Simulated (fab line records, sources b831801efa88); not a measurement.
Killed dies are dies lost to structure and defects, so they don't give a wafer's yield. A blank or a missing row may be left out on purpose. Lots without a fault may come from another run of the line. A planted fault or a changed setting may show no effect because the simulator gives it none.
Which tool did it? | flow gf180mcu | 15 lots, 45 wafers sampled, at 4 steps of a route of 602

WHAT THE GAUGES READ, wafer by wafer
The record holds no reading of a measuring or inspecting step that can be judged against a usual standard deviation.

WHICH TOOL RAN EACH LOT (tool, then ch and the chambers of the sampled wafers, then the start)
lot  | GF_V2_CVD_02                    | GF_V2_SPUTTER_21             | GF_M3_EXPOSE_11                   | GF_M3_METAL_ETCH_16
L207 | pecvd-04 ch 0,1,2, day 18 17:53 | pvd_sputter-04, day 19 19:43 | krf_scanner-02 ch 0, day 20 09:12 | rie_metal-03 ch 1, day 20 21:13
L210 | pecvd-01 ch 0,1,2, day 20 03:29 | pvd_sputter-04, day 21 05:35 | krf_scanner-01 ch 0, day 21 18:25 | rie_metal-01 ch 0,1, day 22 06:14
L215 | pecvd-04 ch 1,2, day 22 00:31   | pvd_sputter-03, day 23 01:04 | krf_scanner-02 ch 0, day 23 13:35 | rie_metal-01 ch 0,1, day 24 00:49
L214 | pecvd-04 ch 1,2, day 22 05:52   | pvd_sputter-04, day 23 06:47 | krf_scanner-01 ch 0, day 23 18:51 | rie_metal-01 ch 0,1, day 24 06:07
L216 | pecvd-02 ch 0,1, day 22 13:50   | pvd_sputter-01, day 23 14:17 | krf_scanner-02 ch 0, day 24 02:53 | rie_metal-04 ch 1, day 24 13:40
L217 | pecvd-04 ch 0,2, day 23 18:13   | pvd_sputter-04, day 24 17:17 | krf_scanner-02 ch 0, day 25 05:19 | rie_metal-03 ch 0,1, day 25 16:10
L218 | pecvd-04 ch 1,2, day 24 03:02   | pvd_sputter-04, day 25 02:02 | krf_scanner-01 ch 0, day 25 13:44 | rie_metal-04 ch 0,1, day 26 00:19
L222 | pecvd-02 ch 0,2, day 25 01:03   | pvd_sputter-01, day 25 23:53 | krf_scanner-01 ch 0, day 26 11:28 | rie_metal-01 ch 1, day 26 22:10
L221 | pecvd-01 ch 0,1,2, day 25 07:12 | pvd_sputter-04, day 26 05:51 | krf_scanner-01 ch 0, day 26 16:58 | rie_metal-04 ch 0,1, day 27 03:28
L223 | pecvd-01 ch 0,1, day 25 13:58   | pvd_sputter-03, day 26 12:49 | krf_scanner-01 ch 0, day 27 00:45 | rie_metal-04 ch 0,1, day 27 10:31
L227 | pecvd-01 ch 0,1, day 26 00:51   | pvd_sputter-03, day 26 23:15 | krf_scanner-02 ch 0, day 27 10:08 | rie_metal-03 ch 0,1, day 27 19:58
L226 | pecvd-04 ch 1,2, day 26 07:46   | pvd_sputter-04, day 27 05:44 | krf_scanner-02, day 27 16:25      | rie_metal-04 ch 0,1, day 28 02:22
L228 | pecvd-02 ch 0,1,2, day 26 14:19 | pvd_sputter-03, day 27 12:23 | krf_scanner-02, day 27 23:46      | rie_metal-03 ch 1, day 28 09:22
L229 | pecvd-01 ch 0,1,2, day 26 20:05 | pvd_sputter-03, day 27 17:30 | krf_scanner-01, day 28 04:43      | rie_metal-03 ch 1, day 28 14:46
L230 | pecvd-04 ch 1,2, day 27 02:01   | pvd_sputter-04, day 27 23:02 | krf_scanner-01 ch 0, day 28 09:46 | rie_metal-03 ch 1, day 28 19:33
- GF_V2_CVD_02: deposits SiO2 from TEOS, target thk 850 nm, time 94.851 s.
- GF_V2_SPUTTER_21: material Ti, target thk 15 nm, time 80.02 s.
- GF_M3_EXPOSE_11: exposes mask Metal3, target cd 280 nm.
- GF_M3_METAL_ETCH_16: etches the open film in Cl2/BCl3, stops on SiO2, target depth 750.8 nm, time 125.1 s.

WHAT THE TOOLS THEMSELVES READ (means of the sampled wafers that have a number; where no wafer has one, the mark that the record gives instead)
GF_V2_CVD_02. Usual: heater_power_outer_w 387 W, standard deviation 72; heater_power_w 682 W, standard deviation 100.
lot  | tool     | heater_power_outer_w (W) | heater_power_w (W) | flag
L207 | pecvd-04 | 348                      | 632                |
L210 | pecvd-01 | 455                      | 760                |
L215 | pecvd-04 | 289                      | 530                |
L214 | pecvd-04 | 313                      | 578                |
L216 | pecvd-02 | 387                      | 674                |
L217 | pecvd-04 | 351                      | 641                |
L218 | pecvd-04 | 302                      | 564                |
L222 | pecvd-02 | 363                      | 692                |
L221 | pecvd-01 | 446                      | 737                |
L223 | pecvd-01 | 437                      | 735                |
L227 | pecvd-01 | 371                      | 650                |
L226 | pecvd-04 | 323                      | 584                |
L228 | pecvd-02 | 411                      | 742                |
L229 | pecvd-01 | 438                      | 739                |
L230 | pecvd-04 | 338                      | 610                |

GF_V2_SPUTTER_21. Usual: throttle_valve_pct 29.8 %, standard deviation 0.78.
lot  | tool           | throttle_valve_pct (%) | flag
L207 | pvd_sputter-04 | 29.8                   |
L210 | pvd_sputter-04 | 29.9                   |
L215 | pvd_sputter-03 | 29.0                   |
L214 | pvd_sputter-04 | 30.4                   |
L216 | pvd_sputter-01 | 30.4                   |
L217 | pvd_sputter-04 | 29.8                   |
L218 | pvd_sputter-04 | 29.9                   |
L222 | pvd_sputter-01 | 29.9                   |
L221 | pvd_sputter-04 | 30.1                   |
L223 | pvd_sputter-03 | 30.2                   |
L227 | pvd_sputter-03 | 29.4                   |
L226 | pvd_sputter-04 | 29.9                   |
L228 | pvd_sputter-03 | 30.3                   |
L229 | pvd_sputter-03 | 29.7                   |
L230 | pvd_sputter-04 | 29.8                   |

GF_M3_EXPOSE_11. Usual: exposure_dose_mJ_cm2 27.996, standard deviation 0.028; focus_offset_nm 0.0 nm, standard deviation 0.54.
lot  | tool           | exposure_dose_mJ_cm2 | focus_offset_nm (nm) | flag
L207 | krf_scanner-02 | 27.991               | -0.3                 |
L210 | krf_scanner-01 | 28.001               | 0.2                  |
L215 | krf_scanner-02 | 28.030               | 0.3                  |
L214 | krf_scanner-01 | 27.976               | -0.3                 |
L216 | krf_scanner-02 | 27.971               | 0.5                  |
L217 | krf_scanner-02 | 28.000               | -0.0                 |
L218 | krf_scanner-01 | 27.969               | 0.2                  |
L222 | krf_scanner-01 | 27.981               | 0.3                  |
L221 | krf_scanner-01 | 28.007               | -0.5                 |
L223 | krf_scanner-01 | 28.025               | -0.4                 |
L227 | krf_scanner-02 | 27.993               | -0.1                 |
L226 | krf_scanner-02 | -                    | -                    | OFF
L228 | krf_scanner-02 | -                    | -                    | OFF
L229 | krf_scanner-01 | -                    | -                    | OFF
L230 | krf_scanner-01 | 28.032               | -0.1                 |

GF_M3_METAL_ETCH_16. Usual: drypump_motor_current_A 5.7 A, standard deviation 0.39; he_backside_leak_sccm 3.38 sccm, standard deviation 0.26; oes_product_au 0.989 a.u., standard deviation 0.0058; throttle_valve_pct 28.230 %, standard deviation 0.0096.
lot  | tool         | drypump_motor_current_A (A) | he_backside_leak_sccm (sccm) | oes_product_au (a.u.) | throttle_valve_pct (%) | flag
L207 | rie_metal-03 | 5.6                         | 3.40                         | 0.997                 | 28.224                 |
L210 | rie_metal-01 | 6.2                         | 3.25                         | 0.985                 | 28.236                 |
L215 | rie_metal-01 | 6.0                         | 3.35                         | 0.987                 | 28.223                 |
L214 | rie_metal-01 | 6.0                         | 3.32                         | 0.987                 | 28.227                 |
L216 | rie_metal-04 | 5.4                         | 3.54                         | 0.988                 | 28.234                 |
L217 | rie_metal-03 | 5.2                         | 3.54                         | 0.985                 | 28.238                 |
L218 | rie_metal-04 | 5.7                         | 3.43                         | 0.985                 | 28.224                 |
L222 | rie_metal-01 | 5.9                         | 3.40                         | 0.993                 | 28.233                 |
L221 | rie_metal-04 | 5.6                         | 3.07                         | 0.987                 | 28.235                 |
L223 | rie_metal-04 | 5.7                         | 3.16                         | 0.989                 | 28.225                 |
L227 | rie_metal-03 | 5.4                         | 3.40                         | 0.993                 | 28.232                 |
L226 | rie_metal-04 | 5.6                         | 3.40                         | 0.985                 | 28.234                 |
L228 | rie_metal-03 | 5.6                         | 3.36                         | 0.991                 | 28.230                 |
L229 | rie_metal-03 | 5.7                         | 3.33                         | 0.986                 | 28.224                 |
L230 | rie_metal-03 | 5.6                         | 3.30                         | 0.993                 | 28.231                 |

THE ANSWER, worked out from the rows above alone
Rule: a lot is off if the mean of its wafers that have a number lies more than 3 standard deviations from the usual mean. A lot without any number at a reading at which 4 lots or more have one is off too. The other lots that the step has rows for count as sound. The gauges are gone through in route order, then the tools' own readings, and for those a lot's mean is taken as printed above. The first step at which some lot is off is used, and at that step the reading that is off furthest; a lot without a number counts as furthest.
Off: L226, L228, L229, at GF_M3_EXPOSE_11 (exposure_dose_mJ_cm2). Without a number there: L226, L228, L229.
A tool fits if, at that step or a process step before it, it ran every lot that is off, and no sound lot after the first of them. None of those tried fits.

WHAT THE SIMULATOR HAD PUT IN
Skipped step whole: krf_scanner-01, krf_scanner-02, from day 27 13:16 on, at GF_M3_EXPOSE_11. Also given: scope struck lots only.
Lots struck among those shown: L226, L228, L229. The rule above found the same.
